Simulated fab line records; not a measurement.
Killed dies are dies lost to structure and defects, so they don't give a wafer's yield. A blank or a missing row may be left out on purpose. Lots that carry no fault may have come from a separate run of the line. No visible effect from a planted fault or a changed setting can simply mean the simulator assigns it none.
A single fault, viewed from 2 desks | flow sky130 | only its own numbers are on each desk; what lay behind them is given at the end

DESK OF THE TOOL OWNER: furnace-02
Per lot that ran on this tool, the mean of the sampled wafers carrying a number, from the tool's own readings at SKY_FIELD_ISO_ANNEAL_26 (time 1800 s). Any lot whose mean is over 4 standard deviations away from the usual mean is out of limits and marked OUT; that distance is given in the brackets.
Columns: A = spike-tc-bottom-C at SKY_FIELD_ISO_ANNEAL_26, usual 1019.2 C
lot  | first seen here | A
L537 | day 3 00:02     | 1018.9
L549 | day 5 13:56     | 1017.8
L550 | day 5 16:53     | 1017.2
Result from this desk: across the 3 lots, nothing is out of limits.

THE METROLOGY DESK
What the gauges read, lot by lot, whatever tool the lot ran on: means of the sampled wafers that have a number. Any lot whose mean is over 4 standard deviations away from the usual mean is out of limits and marked OUT; that distance is given in the brackets.
Columns: A = FIELD_ISO_OXIDATION_01_THK at SKY_FIELD_ISO_THK_MEAS_23, usual 9.95 nm; B = FIELD_ISO_CVD_24_THK at SKY_FIELD_ISO_THK_MEAS_25, usual 594 nm; C = NWELL_OXIDATION_THK at SKY_NWELL_THK_MEAS_02, usual 9.95 nm; D = DNWELL_TW at SKY_DNWELL_TW_MEAS_09, usual 1124; E = PWDE_OVL at SKY_PWDE_OVL_MEAS_07, usual 1.0 nm; F = PWDE_TW at SKY_PWDE_TW_MEAS_10, usual 376
lot  | first seen here | A     | B   | C     | D    | E    | F
L535 | day 2 18:56     | 10.10 | 597 | 9.68  | 1116 | -0.0 | 377
L536 | day 2 20:51     | 9.66  | 595 | 9.95  | 1114 | -3.6 | 382
L537 | day 2 23:42     | 10.01 | 600 | 9.68  | 1123 | -1.0 | 373
L542 | day 3 22:42     | 10.02 | 590 | 10.21 | 1126 | 3.6  | 379
L549 | day 5 13:45     | 9.78  | 589 | 10.10 | 1132 | -2.4 | 380
L550 | day 5 16:41     | 9.98  | 592 | 9.83  | 1122 | 4.3  | 376
Result from this desk: across the 6 lots, nothing is out of limits.

TAKEN TOGETHER
Nothing out of limits was seen by the tool owner's desk.
The metrology desk saw nothing out of limits.

WHAT THE SIMULATOR HAD INSERTED
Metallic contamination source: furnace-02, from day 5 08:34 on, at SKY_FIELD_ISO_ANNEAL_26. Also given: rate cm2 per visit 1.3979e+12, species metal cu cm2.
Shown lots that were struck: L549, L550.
